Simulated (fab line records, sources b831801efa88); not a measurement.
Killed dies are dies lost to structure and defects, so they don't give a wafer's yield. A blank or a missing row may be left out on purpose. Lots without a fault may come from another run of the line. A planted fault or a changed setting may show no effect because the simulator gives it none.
One fault seen from 2 desks | flow sky130 | each desk has only its own numbers; what lay behind them comes last

THE METROLOGY DESK
What the gauges read, lot by lot, whatever tool the lot ran on: means of the sampled wafers that have a number. A lot is out of limits, marked OUT, if its mean lies more than 4 standard deviations from the usual mean; the brackets give that distance.
Columns: A = SONOS_ONO_OXIDATION_THK at SKY_SONOS_ONO_THK_MEAS_01, usual 2.61 nm; B = POLY_GATE_TW at SKY_RES_PROTECT_TW_MEAS_08, usual 4065; C = CONTACT_CVD_00_THK at SKY_CONTACT_THK_MEAS_01, usual 74.8 nm; D = CONTACT_HDPCVD_THK at SKY_CONTACT_THK_MEAS_03, usual 566 nm
lot  | first seen here | A               | B    | C    | D
L631 | day 11 20:32    | 2.61            | 4056 | 74.6 | 568
L632 | day 12 05:07    | 2.55            | 4092 | 75.1 | 562
L636 | day 13 02:57    | 2.62            | 4070 | 76.4 | 556
L637 | day 13 22:35    | 2.21 (-7.7) OUT | 4049 | 74.5 | 556
L638 | day 13 23:58    | 2.26 (-6.7) OUT | 4026 | 74.9 | 567
L639 | day 13 23:58    | 2.25 (-7.0) OUT | 4075 | 74.7 | 570
L643 | day 15 22:53    | 2.57            | 4058 | 75.3 | 565
L647 | day 16 15:58    | 2.60            | 4074 | 73.8 | 564
L649 | day 17 00:43    | 2.68            | 4066 | 73.9 | 568
L651 | day 17 19:51    | 2.58            | 4079 | 74.3 | 566
L652 | day 18 00:32    | 2.68            | 4082 | 75.1 | 567
L653 | day 18 12:04    | 2.68            | 4058 | 76.4 | 570
This desk's finding: out of limits on L637, L638, L639; first on L637, day 13 22:35 (SONOS_ONO_OXIDATION_THK at SKY_SONOS_ONO_THK_MEAS_01). In limits: L631, L632, L636, L643, L647, L649, L651, L652, L653.

THE TOOL OWNER'S DESK: furnace-01
The tool's own readings at SKY_SONOS_ONO_OXIDATION_00 (stabilise 600 s, purge 300 s, target thk 2.6 nm): means of the sampled wafers that have a number, for each lot that ran on this tool. A lot is out of limits, marked OUT, if its mean lies more than 4 standard deviations from the usual mean; the brackets give that distance.
Columns: A = ox_temp_c_max at SKY_SONOS_ONO_OXIDATION_00, usual 804.7; B = spike_tc_top_C at SKY_SONOS_ONO_OXIDATION_00, usual 810.6 C; C = spike_tc_upper_C at SKY_SONOS_ONO_OXIDATION_00, usual 800.4 C; D = tube_center_temp_C at SKY_SONOS_ONO_OXIDATION_00, usual 800 C; E = zone_power_centre_pct at SKY_SONOS_ONO_OXIDATION_00, usual 15.2 %
lot  | first seen here | A     | B     | C     | D   | E
L636 | day 13 01:35    | 804.6 | 809.9 | 800.3 | 800 | 14.2
L637 | day 13 21:14    | 804.9 | 811.0 | 800.7 | 800 | 14.2
L638 | day 13 22:35    | 804.7 | 809.4 | 799.6 | 800 | 14.1
L639 | day 13 22:35    | 804.0 | 809.9 | 801.6 | 800 | 14.2
L651 | day 17 18:30    | 803.8 | 811.0 | 800.2 | 800 | 14.1
This desk's finding: nothing out of limits on any of the 5 lots.

PUT TOGETHER
The metrology desk could have raised an alarm at day 13 22:35, on L637, L638, L639.
The tool owner's desk saw nothing out of limits.
The tool owner's desk has L637, L638, L639 on record, within its limits.
Of the lots named, all ran SKY_SONOS_ONO_OXIDATION_00 on furnace-01.

WHAT THE SIMULATOR HAD PUT IN
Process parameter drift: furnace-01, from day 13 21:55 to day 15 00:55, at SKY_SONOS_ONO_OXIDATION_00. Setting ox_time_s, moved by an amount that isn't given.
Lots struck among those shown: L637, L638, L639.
Hours from the fault's start to each desk's first reading out of limits: the metrology desk, 1.
